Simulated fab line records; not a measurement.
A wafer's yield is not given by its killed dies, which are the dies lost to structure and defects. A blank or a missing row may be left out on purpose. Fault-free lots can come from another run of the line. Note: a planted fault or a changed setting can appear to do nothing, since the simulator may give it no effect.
2 desks looking at one fault | flow sfq line | each desk holds nothing but its own numbers, with what lay behind them at the end

== THE TOOL OWNER'S DESK: furnace-01 ==
The tool's own readings at SFQ_TRILAYER_INCOMING_OXIDATION_002 (target thk 500 nm, ox time 4939 s): means of the sampled wafers that have a number, for each lot that ran on this tool. Any lot whose mean is over 4 standard deviations away from the usual mean is out of limits and marked OUT; that distance is given in the brackets.
Columns: A = spike tc bottom C at SFQ_TRILAYER_INCOMING_OXIDATION_002, usual 1015.8 C; B = spike tc centre C at SFQ_TRILAYER_INCOMING_OXIDATION_002, usual 1000.3 C; C = spike tc lower C at SFQ_TRILAYER_INCOMING_OXIDATION_002, usual 1000.0 C; D = spike tc top C at SFQ_TRILAYER_INCOMING_OXIDATION_002, usual 1009.2 C; E = spike tc upper C at SFQ_TRILAYER_INCOMING_OXIDATION_002, usual 999.5 C; F = tube center temp C at SFQ_TRILAYER_INCOMING_OXIDATION_002, usual 1000 C; G = tube_center_temp_C_max at SFQ_TRILAYER_INCOMING_OXIDATION_002, usual 1002.6
lot  | first seen here | A                 | B                | C                | D      | E                | F                     | G
L604 | day 1 15:07     | 1013.0            | 1001.3           | 1001.2           | 1011.1 | 998.8            | 1000                  | 1002.9
L614 | day 3 17:07     | 1003.9 (-4.6) OUT | 991.6 (-6.2) OUT | 990.7 (-9.7) OUT | 1002.3 | 990.4 (-9.1) OUT | 991 (-99 or more) OUT | 993.1 (-23) OUT
L616 | day 4 03:07     | 1003.8 (-4.6) OUT | 992.6 (-5.5) OUT | 991.0 (-9.4) OUT | 1002.8 | 990.5 (-9.0) OUT | 991 (-99 or more) OUT | 993.6 (-21) OUT
This desk's finding: out of limits on L614, L616; first on L614, day 3 17:07 (spike tc bottom C at SFQ_TRILAYER_INCOMING_OXIDATION_002). L604: within limits.

== THE METROLOGY DESK ==
Means of the sampled wafers that have a number, per lot and without regard to the tool the lot ran on: this is what the gauges read. Any lot whose mean is over 4 standard deviations away from the usual mean is out of limits and marked OUT; that distance is given in the brackets.
Columns: A = INCOMING_BOW at SFQ_INCOMING_BOW_MEAS_900, usual 0 um
lot  | first seen here | A
L603 | day 1 10:00     | -1
L604 | day 1 15:00     | 0
L614 | day 3 17:00     | -2
L616 | day 4 03:01     | 2
L621 | day 5 04:01     | 2
L623 | day 5 14:00     | 1
Result from this desk: across the 6 lots, nothing is out of limits.

== TAKEN TOGETHER ==
On L614, L616, at day 3 17:07, an alarm was possible from the tool owner's desk.
Metrology desk: nothing out of limits seen.
The metrology desk holds a record of L614, L616, inside its limits.
SFQ_TRILAYER_INCOMING_OXIDATION_002 was run on furnace-01 by each of the lots named.

== WHAT WAS PUT IN BY THE SIMULATOR ==
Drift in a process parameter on furnace-01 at SFQ_TRILAYER_INCOMING_OXIDATION_002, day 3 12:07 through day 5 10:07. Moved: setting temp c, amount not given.
Shown lots that were struck: L614, L616.
Each desk's first reading out of limits, in hours after the fault started: the tool owner's desk, 5.
